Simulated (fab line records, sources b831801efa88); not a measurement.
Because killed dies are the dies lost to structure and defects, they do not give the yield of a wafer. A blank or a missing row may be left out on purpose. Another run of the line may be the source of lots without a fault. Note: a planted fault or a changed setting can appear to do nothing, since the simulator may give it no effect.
Problem report in the 8D (eight disciplines) form, filled by code    flow gf180mcu    the parts of the form that need people (team, actions taken, sign-off) are left out

== 1. WHAT IS WRONG ==
Mean of cd nm at GF_STI_CD_MEAS_12: 201.9 nm across 3 wafers in 3 lots; on wafers with no fault it is 220.2 nm (standard deviation 0.96). Relative to the usual mean, that is a shift of -19 standard deviations.
The step: target cd 220 nm.
The first sign was on wafer L501.1 at day 5 01:19, on cd sem-02. The record has a number at this step for 33 wafers belonging to 13 lots. Rule for "out" (also "out of limits"): further than 4 standard deviations from the usual mean. The other wafers with a number count as sound.

== 2. WHAT IT IS, WHAT IT ISN'T ==
question                     is                      is not
which readings at this step  cd nm                   -
which lots                   L501, L502, L504        L487, L488, L489, L490, L491, L492, L493, L494, L506, L510
which wafers of those lots   all that have a number  -
read on which gauges         cd sem-01, cd sem-02    -
when                         from day 5 01:19        up to then (24 sound wafers); but 6 sound wafers of L506, L510 came after

== 3. WHAT RULES OUT EACH SUSPECT ==
Counting: any tool at a process step up to the reading is kept as a suspect provided that every lot that is out went through it and no sound lot did after the first of them.
- the gauge at GF_STI_CD_MEAS_12 has been ruled out. Those wafers that are out were read across 2 gauges (cd sem-01, cd sem-02).
- krf scanner-02 at GF_STI_EXPOSE_09 (exposes mask COMP, target cd 220 nm): kept. It ran every lot that is out, first L501 (day 4 18:43), and no sound lot after that; its last sound lot up to then is L494 (day 3 06:37).
The count leaves krf scanner-02 at GF_STI_EXPOSE_09.

== 4. THE CAUSE (what the simulator had put in) ==
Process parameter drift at GF_STI_EXPOSE_09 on krf scanner-02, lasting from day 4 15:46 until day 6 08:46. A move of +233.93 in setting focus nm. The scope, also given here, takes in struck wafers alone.
After counting, this tool was the only one left.

== 5. THE EFFECT CHAIN, in route order ==
One row per reading whose mean, taken over the struck wafers that have a number, lies over 3 standard deviations from the usual. Only readings for which the record gives a usual standard deviation are gone through. hours: the time from each lot's start at the first step in this table that gives one to its start at this step, as a median over the lots. sigmas: the change in usual standard deviations.
hours  step               reading  usual     on struck wafers  change  sigmas
0      GF_STI_CD_MEAS_12  cd nm    220.2 nm  201.9             -18.3   -19
Later measuring or inspecting steps at which every struck wafer that the step has a row for has a number for every such reading, and none has moved that far: GF_NWELL_OVL_MEAS_07, GF_MVPSD_OVL_MEAS_07.

== 6. HOW IT WOULD HAVE BEEN CAUGHT EARLIER ==
The first out-of-limits reading at a measuring or inspecting step in this record came at day 5 01:19, 10 hours after the fault's start at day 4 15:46.
Among the 3 lots that are out, L504 began GF_STI_EXPOSE_09 on krf scanner-02 after day 5 01:19. Holding the tool at that time would have saved it.
